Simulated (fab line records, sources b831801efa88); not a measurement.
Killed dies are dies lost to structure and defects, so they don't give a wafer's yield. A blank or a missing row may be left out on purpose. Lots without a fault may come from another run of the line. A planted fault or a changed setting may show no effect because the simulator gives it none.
fab line records | flow sfq_line
record lots=6 wafers=18 last_day=88
route steps=325 shown I0@54 M1@58
lots that met no fault: from a run of the same line without faults
start_h: hours from the record's first day to the start of the lot's first wafer shown | wait_h: hours since the lot's step before | " the same as in the row above | L1.1+2: a row that stands for several wafers | - no value, or no start given | * or withheld: withheld | < > ~ a bound
route shown NAME@n: a module of which the file shows steps, and the number in the route of the first | usual: mean/standard deviation of fault-free wafers | same: alike in all rows | chamber/n: place in a boat | sites: the reading at each site | _std_site: their standard deviation | _edge_site: outer sites' mean less inner sites' | radius_mm: how far each site lies from the wafer's centre | mask NAME#n: copy n | behind: the tool/chamber that last shaped the wafer | hold: why the lot was held/for how many hours/how that ended | device: the transistor (n, p or np) that didn't switch | end of line: the same wafers' tests at the end of the route | a step without rows: its recipe alone | killed: dies lost to structure and defects at the first sort, not the wafer's yield | map: a wafer's dies, x killed, . not, _ none there
set.NAME: the setting as run; set.NAME@STEP: as run at that earlier step | model.NAME: the simulator's own value behind a step, which no gauge read
lots at some steps of the route; a table a step, a row a wafer
services: from which hour (start_h, from the record's first day; less than 0 if before it) a tool's chamber was out of use, for how many hours, and why
## steps
# step SFQ_TRILAYER_I0_VIA_BARC_OPEN_VIA_ETCH_046
# recipe mask_material=PR chemistry=O2 target_depth_nm=125 target=BARC source_w=500 bias_w=80 pressure_mtorr=30 time_s=41.7
# usual drypump_motor_current_A=5.8/0.44 oes_product_au=0.685/0.0044
# columns lot.wafer tool chamber start_h wait_h drypump_motor_current_A oes_product_au rf_hours_counter_h
L151.3 rie_diel-03 0 479.14 0.0 6.3 0.681 3
L151.4 " 3 " " 5.9 0.691 18
L151.5 " 0 " " 6.3 0.688 -
L152.2 rie_diel-04 3 493.54 0.0 6.6 0.690 2
L152.4 " 0 " " 5.4 0.688 92
L152.6 " 1 " " 5.3 0.681 -
L154.2 rie_diel-03 2 500.74 0.0 5.3 0.685 58
L154.3 " 0 " " 6.3 0.692 3
L154.4 " 3 " " 5.9 0.686 18
L157.4 rie_diel-02 1 540.61 0.0 5.2 0.689 81
L157.5 " 1 " " 5.2 0.683 -
L157.6 " 0 " " 5.8 0.685 -
L159.3 rie_diel-02 1 556.21 0.0 5.2 0.688 81
L159.5 " 0 " " 5.9 0.679 -
L159.6 " 2 " " 5.3 0.688 -
L167.3 rie_diel-03 3 630.54 0.0 5.9 0.694 20
L167.4 " 0 " " 6.3 0.686 5
L167.6 " 0 " " 6.3 0.679 -
# step SFQ_TRILAYER_I0_VIA_ETCH_VIA_ETCH_034
# recipe target=SiO2 stop_on=Nb mask_material=PR taper_deg=20 chemistry=CHF3 target_depth_nm=260 source_w=500 bias_w=80 pressure_mtorr=30 time_s=withheld
# usual drypump_motor_current_A=5.7/0.45 oes_product_au=0.856/0.0055
# columns lot.wafer tool chamber start_h wait_h drypump_motor_current_A oes_product_au
L151.3 rie_diel-03 0 479.18 0.0 6.3 0.851
L151.4 " 3 " " 5.9 0.846
L151.5 " 0 " " 6.3 0.849
L152.2 rie_diel-04 3 493.58 0.0 6.7 0.853
L152.4 " 0 " " 5.4 0.852
L152.6 " 1 " " 5.3 0.848
L154.2 rie_diel-03 2 500.78 0.0 5.2 0.861
L154.3 " 0 " " 6.3 0.853
L154.4 " 3 " " 5.9 0.855
L157.4 rie_diel-02 1 540.65 0.0 5.2 0.861
L157.5 " 1 " " 5.2 0.856
L157.6 " 0 " " 5.9 0.859
L159.3 rie_diel-02 1 556.25 0.0 5.2 0.848
L159.5 " 0 " " 5.9 0.847
L159.6 " 2 " " 5.4 0.854
L167.3 rie_diel-03 3 630.58 0.0 5.9 0.856
L167.4 " 0 " " 6.3 0.854
L167.6 " 0 " " 6.3 0.866
# step SFQ_TRILAYER_I0_VIA_STRIP_STRIP_035
# recipe gas=O2 power_w=200 platen_temp_c=40 overash_fraction=0.65 chemistry=O2 pressure_mtorr=50
# usual drypump_motor_current_A=5.7/0.31 oes_product_au=1.003/0.0095
# columns lot.wafer tool chamber start_h wait_h drypump_motor_current_A oes_product_au rf_hours_counter_h
L151.3 rie_metal-03 1 479.49 - 6.0 1.007 -
L151.4 " 0 " " 6.4 0.995 -
L151.5 " 0 " " 6.4 0.990 -
L152.2 rie_metal-02 0 493.69 - 5.8 1.001 113
L152.4 " 0 " " 5.7 1.014 -
L152.6 " 0 " " 5.7 1.003 -
L154.2 rie_metal-01 1 501.09 - 5.6 1.007 -
L154.3 " 1 " " 5.6 1.004 -
L154.4 " 1 " " 5.6 1.008 -
L157.4 rie_metal-01 0 540.97 - 5.6 1.007 -
L157.5 " 1 " " 5.6 1.012 -
L157.6 " 0 " " 5.6 1.003 -
L159.3 rie_metal-01 1 556.57 - 5.6 1.005 -
L159.5 " 1 " " 5.6 1.011 -
L159.6 " 0 " " 5.6 1.011 -
L167.3 rie_metal-01 1 630.89 - 5.6 0.999 -
L167.4 " 0 " " 5.6 1.003 -
L167.6 " 1 " " 5.6 1.011 -
# step SFQ_TRILAYER_I0_VIA_STRIP_SOLV_CLEAN_036
# recipe chemistry=NMP temp_c=70 time_s=600
# step SFQ_TRILAYER_M1_DEP_PRE_CLEAN_038
# recipe gas=Ar time_s=22.5 bias_v=250
# step SFQ_TRILAYER_M1_DEP_SPUTTER_037
# recipe material=Nb base_pressure_pa=1.33e-06 chamber_pressure_pa=0.1333 substrate_temp_c=20 resputter_cathode_voltage_v=400 target_thk_nm=200 power_w=2000 time_s=133.3
# usual base_pressure_pa=1.32e-06/8.5e-08 throttle_valve_pct=30.0/0.76
# columns lot.wafer tool chamber start_h wait_h base_pressure_pa throttle_valve_pct
L151.3 pvd_sputter-05 - 480.09 0.0 1.29e-06 29.3
L151.4 " - " " 1.31e-06 30.5
L151.5 " - " " 1.2e-06 30.6
L152.2 pvd_sputter-05 - 494.49 0.0 1.18e-06 28.5
L152.4 " - " " 1.3e-06 30.5
L152.6 " - " " 1.31e-06 29.9
L154.2 pvd_sputter-06 - 502.29 0.0 1.36e-06 30.5
L154.3 " - " " 1.33e-06 30.7
L154.4 " - " " 1.34e-06 30.4
L157.4 pvd_sputter-06 - 541.57 0.0 1.4e-06 30.5
L157.5 " - " " 1.22e-06 30.8
L157.6 " - " " 1.2e-06 30.4
L159.3 pvd_sputter-06 - 557.34 0.0 1.42e-06 31.1
L159.5 " - " " 1.19e-06 31.1
L159.6 " - " " 1.37e-06 30.4
L167.3 pvd_sputter-05 - 631.49 0.0 1.2e-06 29.2
L167.4 " - " " 1.31e-06 30.6
L167.6 " - " " 1.41e-06 29.4
# step SFQ_M1_RS_MEAS_909
# recipe thk_meas_gauge=four-point-probe reads=Nb_of_TRILAYER_M1_DEP_SPUTTER_037
# usual M1_NB_RS=0.891/0.0085
# columns lot.wafer tool chamber start_h wait_h M1_NB_RS[ohm/sq]
L151.3 film_metro-03 - 480.23 0.1 0.891
L151.4 " - " " 0.887
L151.5 " - " " 0.887
L152.2 film_metro-01 - 494.61 0.1 0.902
L152.4 " - " " 0.893
L152.6 " - " " 0.888
L154.2 film_metro-01 - 502.41 0.1 0.883
L154.3 " - " " 0.902
L154.4 " - " " 0.880
L157.4 film_metro-02 - 541.72 0.1 0.902
L157.5 " - " " 0.915
L157.6 " - " " 0.897
L159.3 film_metro-03 - 557.48 0.1 0.892
L159.5 " - " " 0.890
L159.6 " - " " 0.901
L167.3 film_metro-03 - 631.63 0.1 0.885
L167.4 " - " " 0.882
L167.6 " - " " 0.885
# step SFQ_TRILAYER_M1_LITHO_COAT_044
# recipe resist=BARC spin_rpm=3000 resist_thk_nm=62
# step SFQ_TRILAYER_M1_LITHO_COAT_039
# recipe resist=KrF spin_rpm=3000 resist_thk_nm=600
# step SFQ_TRILAYER_M1_LITHO_SOFTBAKE_043
# recipe temp_c=withheld time_s=withheld resist=KrF
# step SFQ_TRILAYER_M1_LITHO_EXPOSE_040
# recipe mask_id=M1 na=0.6 source_shape=conventional sigma_outer=0.65 target_cd_nm=500 dose_mj=14.4
# step SFQ_TRILAYER_M1_LITHO_PEB_042
# recipe peb_temp_c=115 peb_time_s=60 resist=KrF
# usual chill_plate_temp_C=23.00/0.12 exhaust_pa=45.0/0.9 peb_time_s=60/0
# columns lot.wafer tool chamber start_h wait_h chill_plate_temp_C exhaust_pa peb_time_s
L151.3 litho_track-03 - 629.05 0.7 - - -
L151.4 " - " " - - -
L151.5 " - " " - - -
L152.2 litho_track-03 - 640.63 0.8 - - -
L152.4 " - " " - - -
L152.6 " - " " - - -
L154.2 litho_track-03 0 646.63 0.8 22.85 46.4 60
L154.3 " 0 " " 23.13 45.3 60
L154.4 " 0 " " 22.96 45.6 60
L157.4 litho_track-04 0 677.13 0.5 23.07 45.4 60
L157.5 " 0 " " 23.02 46.3 60
L157.6 " 0 " " 22.90 46.3 60
L159.3 litho_track-03 0 691.51 0.7 22.97 45.6 60
L159.5 " 0 " " 23.10 45.3 60
L159.6 " 0 " " 22.96 43.7 60
L167.3 litho_track-01 0 779.23 0.7 22.95 45.6 60
L167.4 " 0 " " 23.02 45.1 60
L167.6 " 0 " " 23.08 44.2 60
# step SFQ_TRILAYER_M1_LITHO_DEVELOP_041
# recipe time_s=60 resist=KrF
## services
# columns tool chamber start_h hours kind
rie_diel-02 2 489.12 4.0 repair
rie_diel-02 1 489.66 23.3 repair
rie_diel-03 - 524.39 1.5 repair
rie_diel-03 2 531.27 3.9 repair
rie_metal-02 - 532.35 2.8 pm
rie_diel-04 0 534.81 7.2 repair
rie_diel-03 - 554.97 2.8 pm
rie_diel-02 3 555.89 16.7 repair
pvd_sputter-05 - 558.87 0.8 repair
rie_diel-03 - 562.25 3.8 repair
pvd_sputter-05 - 575.20 5.0 repair
rie_diel-04 3 602.67 4.9 repair
rie_diel-04 0 615.42 3.3 repair
rie_diel-03 0 631.40 7.4 repair
pvd_sputter-05 - 648.84 1.4 repair
rie_diel-03 2 649.93 2.5 repair
rie_diel-02 0 653.11 1.3 repair
rie_metal-02 1 653.68 30.1 repair
rie_diel-04 - 676.47 2.8 pm
rie_metal-02 - 697.77 1.3 repair
rie_diel-04 3 698.42 9.9 repair
pvd_sputter-05 - 738.11 7.3 repair
rie_diel-02 3 738.68 5.3 repair
rie_diel-02 - 739.12 14.6 pm
## key
first_sign step=SFQ_TRILAYER_M1_LITHO_PEB_042 reading=tool_record direction=missing
effect none on later readings
met_at SFQ_TRILAYER_M1_LITHO_PEB_042
struck_wafers L151.3,L151.4,L151.5,L152.2,L152.4,L152.6
fault kind=skipped_step_whole tool=litho_track-03 chamber=- onset_h=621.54 steps=SFQ_TRILAYER_M1_LITHO_PEB_042 scope=struck_lots_only
